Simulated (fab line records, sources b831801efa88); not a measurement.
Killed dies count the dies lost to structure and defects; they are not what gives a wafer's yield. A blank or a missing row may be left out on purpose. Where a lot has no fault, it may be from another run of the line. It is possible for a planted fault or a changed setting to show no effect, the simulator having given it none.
A struck lot beside a sound one ; flow sky130 ; 37 out of 708 route steps
Sound: these wafers, L268.2, L268.3, L268.4. Wafers L271.4, L271.5, L271.6 were the ones struck. Last of all comes the cause.
At each step with rows: each side's tool, then ch and its chambers, then its first start. Under that, the readings that differ: sound wafers ; struck wafers ; difference of the means ; sigmas: that difference in standard deviations of wafers without a fault.
alike: readings whose means differ by less than 2 such deviations, and words and numbers that are the same on both sides. not compared: withheld readings, readings that some wafer has no value for, bounds like >300 that may hide the same value, and numbers for which the record gives no deviation and whose values overlap.
The two part at a step that has a row with sigmas, a row that says differs or no value, or rows on one side only. Numbers that have no deviation but don't overlap get no sigmas and don't part them. A reading that every wafer of one side lacks parts them only if that side has two wafers or more.

first, 10 steps without rows for these wafers: SKY_LDD_LDN_SOFTBAKE_03 (time 60 s); SKY_LDD_LDN_EXPOSE_04 (exposes mask LDNTM, target cd 700 nm); SKY_LDD_LDN_PEB_05; SKY_LDD_LDN_DEVELOP_06 (develop time 60 s); SKY_LDD_LDN_IMPLANT_08; SKY_LDD_LDN_IMPLANT_09; SKY_LDD_LDN_IMPLANT_10; SKY_LDD_LDN_IMPLANT_11; SKY_LDD_LDN_STRIP_12 (strips in O2/N2); SKY_LDD_LDN_CLEAN_14 (cleans in SC1/SC2, time 150 s).
SKY_SPACER_CVD_00: deposits Si3N4 from DCS/NH3, target thk 43.1 nm, time 740 s.
  sound on lpcvd-02 ch 1, day 24 15:52; struck on lpcvd-02 ch 0, day 25 17:07
reading;sound;struck;difference;sigmas
pressure_mtorr (mTorr);249.8 249.8 250.3;125.5 124.7 125.1;-124.9;-99 or more
zone_power_upper_pct (%);9 9 9;16 16 16;+7;+2
model.Si3N4_of_SPACER_CVD_00.thk_nm (nm);42.84 42.74 43.14;34.68 34.61 34.47;-8.32;
  alike: spike_tc_lower_C
SKY_SPACER_THK_MEAS_01:
  sound: film_metro-02 at day 24 17:41; struck: film_metro-02 at day 25 19:11
reading;sound;struck;difference;sigmas
SPACER_CVD_00_THK (nm);42.8 42.7 43.1;34.7 34.6 34.4;-8.3;-19
  not compared: hold
SKY_SPACER_ETCHBACK_02: etches Si3N4 in CH3F/O2, stops on SiO2, time 46.7 s, target depth 45 nm.
  sound on rie_diel-01 ch 1,2,3, day 24 17:44; struck on rie_diel-02 ch 0,2,3, day 25 22:41
reading;sound;struck;difference;sigmas
hold;- - -;await_dispo/3.5h/release await_dispo/3.5h/release await_dispo/3.5h/release;no value on the sound wafers;
oes_product_au (a.u.);0.846 0.849 0.861;0.758 0.758 0.752;-0.096;-14
model.etch.depth_nm (nm);42.84 42.74 43.14;34.68 34.61 34.47;-8.32;
  alike: drypump_motor_current_A, throttle_valve_pct
  not compared: rf_hours_counter_h
then, 22 steps without rows for these wafers: SKY_POLY_CUT_DEHYDRATE_00 (time 60 s); SKY_POLY_CUT_HMDS_01 (prime time 60 s); SKY_POLY_CUT_COAT_02 (resist thk 60 nm); SKY_POLY_CUT_COAT_03 (resist thk 450 nm); SKY_POLY_CUT_SOFTBAKE_04 (time 90 s); SKY_POLY_CUT_EXPOSE_05 (exposes mask NPCM, target cd 270 nm); SKY_POLY_CUT_PEB_06; SKY_POLY_CUT_DEVELOP_07 (develop time 60 s); SKY_POLY_CUT_ETCH_10 (etches BARC in N2/H2, stops on SiO2, time 45.9 s, target depth 60 nm); SKY_POLY_CUT_ETCH_11 (etches Si3N4 in CF4/CH2F2/Ar, stops on poly-Si, time 42.5 s, target depth 60 nm); SKY_POLY_CUT_STRIP_12 (strips in O2/N2); SKY_SD_P_DEHYDRATE_00 (time 60 s); SKY_SD_P_HMDS_01 (prime time 60 s); SKY_SD_P_COAT_02 (resist thk 1140 nm); SKY_SD_P_SOFTBAKE_03 (time 60 s); SKY_SD_P_EXPOSE_04 (exposes mask PSDM, target cd 380 nm); SKY_SD_P_PEB_05; SKY_SD_P_DEVELOP_06 (develop time 60 s); SKY_SD_P_IMPLANT_09; SKY_SD_P_STRIP_10 (strips in O2/N2); SKY_RES_XHIGH_DEHYDRATE_00 (time 60 s); SKY_RES_XHIGH_HMDS_01 (prime time 60 s).
-- the record jumps here: 5 days lie between the struck wafers' starts before and after (it left off in module RES_XHIGH and takes up again in module SALICIDE, whose first step shown is number 361 of the route) --
SKY_SALICIDE_CLEAN_00: cleans in HF-last, time 30 s.
  sound on wet_bench-01 ch 0, day 29 16:04; struck on wet_bench-01 ch 1, day 30 14:31
reading;sound;struck;difference;sigmas
model.Si3N4_of_SPACER_CVD_00.thk_nm (nm);41.86 41.75 42.15;33.7 33.62 33.49;-8.3;
-- the record jumps here: 17 days lie between the struck wafers' starts before and after (it left off in module SALICIDE and takes up again in module PAD_OPEN, whose first step shown is number 708 of the route) --
SKY_PAD_OPEN_PROBE_99:
  sound: prober-02 at day 47 01:24; struck: prober-01 at day 47 17:34
reading;sound;struck;difference;sigmas
model.etest.pfet_01v8.r_on_ohm_um;2806 2797 2921;2592 2602 2595;-245;
model.etest.nfet_g5v0d10v5.r_on_ohm_um;1871 1861 1895;1841 1805 1782;-66;
model.etest.sonos_uncharged.r_on_ohm_um;813.5 804.2 817.5;758.3 753.6 752.5;-56.9;
model.etest.pfet_01v8.drive_ua_um;198.5 199.9 188.6;219.9 221.2 220.8;+25.0;
model.etest.sram_pfet_latch.drive_ua_um;148.5 146.6 136.4;167.1 168.9 165.5;+23.3;
model.etest.pfet_01v8_hvt.drive_ua_um;148.5 149.3 138.9;165.2 165.1 164.9;+19.5;
model.etest.pfet_01v8_mvt.drive_ua_um;156.2 156.2 149.7;165.4 167.1 167;+12.5;
  alike: killed_at_M0_to_M3, killed_at_M4_up, killed_at_contacts, killed_at_front_end, killed_at_other, killed_dies, killed_open, killed_short
  not compared: model.etest.nfet_01v8_lvt.drive_ua_um

## WHERE THEY PART
First at SKY_SPACER_CVD_00; last, within this record, at SKY_SPACER_ETCHBACK_02. Later steps at which nothing parts them and some readings are alike: SKY_PAD_OPEN_PROBE_99.

WHY: what the simulator had put in
lpcvd-02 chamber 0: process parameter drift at SKY_SPACER_CVD_00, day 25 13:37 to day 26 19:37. A move of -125 in setting pressure_mtorr, from 250. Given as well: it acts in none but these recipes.
